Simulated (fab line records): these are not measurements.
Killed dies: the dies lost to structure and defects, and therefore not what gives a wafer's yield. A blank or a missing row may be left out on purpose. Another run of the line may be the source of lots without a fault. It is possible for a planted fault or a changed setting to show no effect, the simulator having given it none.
Tool commonality check / flow gf180mcu / 12 lots and 36 wafers in the sample

## REASON IT WAS OPENED
Of 12 lots, 3 have the reading NSD_RS flagged at GF_PSD_RS_MEAS_14. Wafers without a fault read 46.12 ohm/sq, standard deviation 0.077.
Rule: a lot is flagged in two cases, either no wafer of it has a number, or all its wafers with numbers fall more than 4 standard deviations from that mean. All remaining lots are regarded as sound.

lot=L495; measured=day 14 05:08; on=film_metro-02; NSD_RS (ohm/sq), wafer by wafer=46.24 46.23 46.23; flag=
lot=L497; measured=day 15 04:43; on=film_metro-02; NSD_RS (ohm/sq), wafer by wafer=46.05 46.23 46.11; flag=
lot=L499; measured=day 15 15:37; on=film_metro-04; NSD_RS (ohm/sq), wafer by wafer=46.22 46.23 46.20; flag=
lot=L500; measured=day 15 21:09; on=film_metro-02; NSD_RS (ohm/sq), wafer by wafer=46.03 46.07 46.05; flag=
lot=L501; measured=day 16 19:41; on=film_metro-04; NSD_RS (ohm/sq), wafer by wafer=42.57 42.67 42.58; flag=FLAGGED
lot=L502; measured=day 16 22:41; on=film_metro-03; NSD_RS (ohm/sq), wafer by wafer=42.62 42.62 42.53; flag=FLAGGED
lot=L503; measured=day 17 02:26; on=film_metro-02; NSD_RS (ohm/sq), wafer by wafer=42.61 42.52 42.64; flag=FLAGGED
lot=L508; measured=day 18 21:27; on=film_metro-02; NSD_RS (ohm/sq), wafer by wafer=46.08 46.22 46.10; flag=
lot=L510; measured=day 19 18:16; on=film_metro-03; NSD_RS (ohm/sq), wafer by wafer=46.27 46.27 46.13; flag=
lot=L511; measured=day 20 01:53; on=film_metro-02; NSD_RS (ohm/sq), wafer by wafer=46.12 46.01 46.09; flag=
lot=L512; measured=day 20 08:25; on=film_metro-04; NSD_RS (ohm/sq), wafer by wafer=46.07 46.11 46.21; flag=
lot=L517; measured=day 22 01:44; on=film_metro-02; NSD_RS (ohm/sq), wafer by wafer=46.10 46.05 46.03; flag=
The mean of the flagged lots' numbers is 42.60 ohm/sq, -3.52 ohm/sq from the usual (-46 standard deviations).

## EACH LOT AND THE TOOL IT RAN ON
The record holds 1 process step before the reading, out of a route of 602 steps. Each cell gives the tool, then ch followed by the chambers the sampled wafers passed through, then the start.
lot=L495; flag=; GF_PSD_RTA_13=rtp_anneal-01 ch 0, day 14 05:03
lot=L497; flag=; GF_PSD_RTA_13=rtp_anneal-01 ch 0, day 15 04:37
lot=L499; flag=; GF_PSD_RTA_13=rtp_anneal-02 ch 0, day 15 15:29
lot=L500; flag=; GF_PSD_RTA_13=rtp_anneal-01 ch 0, day 15 21:04
lot=L501; flag=FLAGGED; GF_PSD_RTA_13=rtp_anneal-01 ch 0, day 16 19:37
lot=L502; flag=FLAGGED; GF_PSD_RTA_13=rtp_anneal-01 ch 0, day 16 22:36
lot=L503; flag=FLAGGED; GF_PSD_RTA_13=rtp_anneal-01 ch 0, day 17 02:21
lot=L508; flag=; GF_PSD_RTA_13=rtp_anneal-02 ch 0, day 18 21:22
lot=L510; flag=; GF_PSD_RTA_13=rtp_anneal-01 ch 0, day 19 18:11
lot=L511; flag=; GF_PSD_RTA_13=rtp_anneal-01 ch 0, day 20 01:48
lot=L512; flag=; GF_PSD_RTA_13=rtp_anneal-01 ch 0, day 20 08:20
lot=L517; flag=; GF_PSD_RTA_13=rtp_anneal-01 ch 0, day 22 01:39
What these steps do:
- GF_PSD_RTA_13: time 20 s.
- GF_PSD_RS_MEAS_14: measures by four-point-probe.

## FLAGGED AGAINST TOTAL, ONE TOOL AT A TIME (gauges that did the reading follow at the end)
step=GF_PSD_RTA_13; tool=rtp_anneal-01; lots run=10; flagged=3; share of the flagged lots=all; sound lots run after its first flagged lot=4 (L510,L511,L512,L517)
step=GF_PSD_RTA_13; tool=rtp_anneal-02; lots run=2; flagged=0; share of the flagged lots=none; sound lots run after its first flagged lot=-
step=GF_PSD_RS_MEAS_14; tool=film_metro-02; lots run=7; flagged=1; share of the flagged lots=some; sound lots run after its first flagged lot=3 (L508,L511,L517)
step=GF_PSD_RS_MEAS_14; tool=film_metro-03; lots run=2; flagged=1; share of the flagged lots=some; sound lots run after its first flagged lot=1 (L510)
step=GF_PSD_RS_MEAS_14; tool=film_metro-04; lots run=3; flagged=1; share of the flagged lots=some; sound lots run after its first flagged lot=1 (L512)

## WHAT IS ALLOWED BY THE TABLE
In the table, 1 row covers all flagged lots: rtp_anneal-01 at GF_PSD_RTA_13.
- rtp_anneal-01 at GF_PSD_RTA_13: 3 of its 10 lots flagged. Sound lots ran on it after the first flagged one (L510, L511, L512, L517), which a lasting fault on the whole tool wouldn't allow.
Every row of the table either missed a flagged lot or ran a sound lot after the first.

## WHAT WAS PUT IN BY THE SIMULATOR
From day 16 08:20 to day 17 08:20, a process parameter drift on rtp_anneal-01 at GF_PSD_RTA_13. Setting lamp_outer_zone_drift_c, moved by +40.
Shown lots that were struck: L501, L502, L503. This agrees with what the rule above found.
